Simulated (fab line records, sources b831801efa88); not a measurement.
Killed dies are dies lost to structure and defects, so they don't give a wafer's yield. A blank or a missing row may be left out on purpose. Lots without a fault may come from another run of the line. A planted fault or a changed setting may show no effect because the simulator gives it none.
One fault seen from 2 desks | flow sky130 | each desk has only its own numbers; what lay behind them comes last

THE TOOL OWNER'S DESK: krf_scanner-01
The tool's own readings at SKY_POLY_CUT_EXPOSE_05 (exposes mask NPCM, target cd 270 nm): means of the sampled wafers that have a number, for each lot that ran on this tool. A lot is out of limits, marked OUT, if its mean lies more than 4 standard deviations from the usual mean; the brackets give that distance.
Columns: A = exposure_dose_mJ_cm2 at SKY_POLY_CUT_EXPOSE_05, usual 32.002
lot  | first seen here | A
L422 | day 23 22:04    | 31.966
L435 | day 29 09:16    | 32.201 (+7.4) OUT
This desk's finding: out of limits on L435; first on L435, day 29 09:16 (exposure_dose_mJ_cm2 at SKY_POLY_CUT_EXPOSE_05). In limits: L422.

THE METROLOGY DESK
What the gauges read, lot by lot, whatever tool the lot ran on: means of the sampled wafers that have a number. A lot is out of limits, marked OUT, if its mean lies more than 4 standard deviations from the usual mean; the brackets give that distance.
Columns: A = LDD_LDN_TW at SKY_LDD_LDN_TW_MEAS_13, usual 1473; B = SPACER_CVD_00_THK at SKY_SPACER_THK_MEAS_01, usual 43.0 nm
lot  | first seen here | A    | B
L422 | day 23 06:01    | 1468 | 43.5
L424 | day 23 19:05    | 1491 | 42.5
L435 | day 28 18:38    | 1492 | 43.4
L437 | day 28 23:50    | 1469 | 42.9
L441 | day 29 16:41    | 1476 | 43.0
This desk's finding: nothing out of limits on any of the 5 lots.

PUT TOGETHER
The tool owner's desk could have raised an alarm at day 29 09:16, on L435.
The metrology desk saw nothing out of limits.
The metrology desk has L435 on record, within its limits.
Of the lots named, all ran SKY_POLY_CUT_EXPOSE_05 on krf_scanner-01.

WHAT THE SIMULATOR HAD PUT IN
Process parameter drift: krf_scanner-01, from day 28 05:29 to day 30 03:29, at SKY_POLY_CUT_EXPOSE_05. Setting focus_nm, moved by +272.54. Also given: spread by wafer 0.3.
Lots struck among those shown: L435.
Hours from the fault's start to each desk's first reading out of limits: the tool owner's desk, 28.
